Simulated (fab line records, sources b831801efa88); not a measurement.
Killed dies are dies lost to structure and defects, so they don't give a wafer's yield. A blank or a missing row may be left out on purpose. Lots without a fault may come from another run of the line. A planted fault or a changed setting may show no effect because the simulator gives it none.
Tool commonality check | flow gf180mcu | 11 lots, 33 wafers sampled

WHY IT WAS OPENED
At GF_NWELL_TW_MEAS_11 the reading NWELL_TW is flagged on 1 of 11 lots. Wafers without a fault read 1580, standard deviation 11.
Rule: a lot is flagged when every wafer of it that has a number lies more than 4 standard deviations from that mean, or none has a number. The other lots count as sound.

lot  | measured    | on            | NWELL_TW, wafer by wafer | flag
L106 | day 3 12:57 | film_metro-01 | 1592 1590 1586           |
L115 | day 5 14:34 | film_metro-03 | 30 30 30                 | FLAGGED
L118 | day 6 04:28 | film_metro-01 | 1595 1591 1590           |
L119 | day 6 10:10 | film_metro-01 | 1589 1591 1590           |
L120 | day 6 19:05 | film_metro-01 | 1600 1593 1598           |
L121 | day 6 23:10 | film_metro-01 | 1595 1597 1597           |
L122 | day 7 06:34 | film_metro-03 | 1579 1580 1582           |
L124 | day 7 16:55 | film_metro-01 | 1596 1600 1592           |
L126 | day 8 03:24 | film_metro-04 | 1562 1575 1567           |
L127 | day 8 08:27 | film_metro-04 | 1569 1570 1566           |
L128 | day 8 15:29 | film_metro-04 | 1570 1569 1570           |
The numbers of the flagged lots are 30 on average: -1550 against the usual, or -99 or more standard deviations.

WHICH TOOL RAN EACH LOT
The record holds 2 process steps before the reading, out of a route of 602 steps. In each cell: the tool, then ch and the chambers that the sampled wafers went through, then the start.
lot  | flag    | GF_STI_ETCH_13                    | GF_NWELL_EXPOSE_04
L106 |         | rie_diel-02 ch 0,1,2, day 2 06:08 | iline_stepper-02 ch 0, day 3 06:39
L115 | FLAGGED | rie_diel-02 ch 0,2, day 4 04:29   | iline_stepper-01 ch 0, day 5 06:58
L118 |         | rie_diel-02 ch 0,1,3, day 4 19:32 | iline_stepper-01 ch 0, day 5 20:49
L119 |         | rie_diel-03 ch 1,3, day 5 00:42   | iline_stepper-01 ch 0, day 6 02:51
L120 |         | rie_diel-02 ch 0,2, day 5 08:21   | iline_stepper-02 ch 0, day 6 11:07
L121 |         | rie_diel-03 ch 0,3, day 5 11:18   | iline_stepper-02 ch 0, day 6 14:59
L122 |         | rie_diel-01 ch 0,3, day 5 18:02   | iline_stepper-01 ch 0, day 6 22:32
L124 |         | rie_diel-02 ch 1,2,3, day 6 02:47 | iline_stepper-02 ch 0, day 7 08:46
L126 |         | rie_diel-01 ch 1,2,3, day 6 13:53 | iline_stepper-01 ch 0, day 7 19:11
L127 |         | rie_diel-02 ch 1,2,3, day 6 18:36 | iline_stepper-01 ch 0, day 7 23:47
L128 |         | rie_diel-01 ch 1,2, day 7 00:53   | iline_stepper-02 ch 0, day 8 07:02
What these steps do:
- GF_STI_ETCH_13: etches the open film in CHF3/O2, stops on Si, target depth 282.31 nm, time 112.9 s.
- GF_NWELL_EXPOSE_04: exposes mask Nwell, target cd 860 nm.
- GF_NWELL_TW_MEAS_11

FLAGGED OVER TOTAL, TOOL BY TOOL (the gauges that took the reading come last)
step                | tool             | lots run | flagged | share of the flagged lots | sound lots run after its first flagged lot
GF_STI_ETCH_13      | rie_diel-01      | 3        | 0       | none                      | -
GF_STI_ETCH_13      | rie_diel-02      | 6        | 1       | all                       | 4 (L118,L120,L124,L127)
GF_STI_ETCH_13      | rie_diel-03      | 2        | 0       | none                      | -
GF_NWELL_EXPOSE_04  | iline_stepper-01 | 6        | 1       | all                       | 5 (L118,L119,L122,L126,L127)
GF_NWELL_EXPOSE_04  | iline_stepper-02 | 5        | 0       | none                      | -
GF_NWELL_TW_MEAS_11 | film_metro-01    | 6        | 0       | none                      | -
GF_NWELL_TW_MEAS_11 | film_metro-03    | 2        | 1       | all                       | 1 (L122)
GF_NWELL_TW_MEAS_11 | film_metro-04    | 3        | 0       | none                      | -

WHAT THE TABLE ALLOWS
3 rows of the table ran every flagged lot: rie_diel-02 at GF_STI_ETCH_13, iline_stepper-01 at GF_NWELL_EXPOSE_04, film_metro-03 at GF_NWELL_TW_MEAS_11.
- rie_diel-02 at GF_STI_ETCH_13: 1 of its 6 lots flagged. Sound lots ran on it after the first flagged one (L118, L120, L124, L127), which a lasting fault on the whole tool wouldn't allow.
- iline_stepper-01 at GF_NWELL_EXPOSE_04: 1 of its 6 lots flagged. Sound lots ran on it after the first flagged one (L118, L119, L122, L126, L127), which a lasting fault on the whole tool wouldn't allow.
- film_metro-03 at GF_NWELL_TW_MEAS_11: 1 of its 2 lots flagged. Sound lots ran on it after the first flagged one (L122), which a lasting fault on the whole tool wouldn't allow.
No row of the table ran every flagged lot and no sound lot after the first.

WHAT THE SIMULATOR HAD PUT IN
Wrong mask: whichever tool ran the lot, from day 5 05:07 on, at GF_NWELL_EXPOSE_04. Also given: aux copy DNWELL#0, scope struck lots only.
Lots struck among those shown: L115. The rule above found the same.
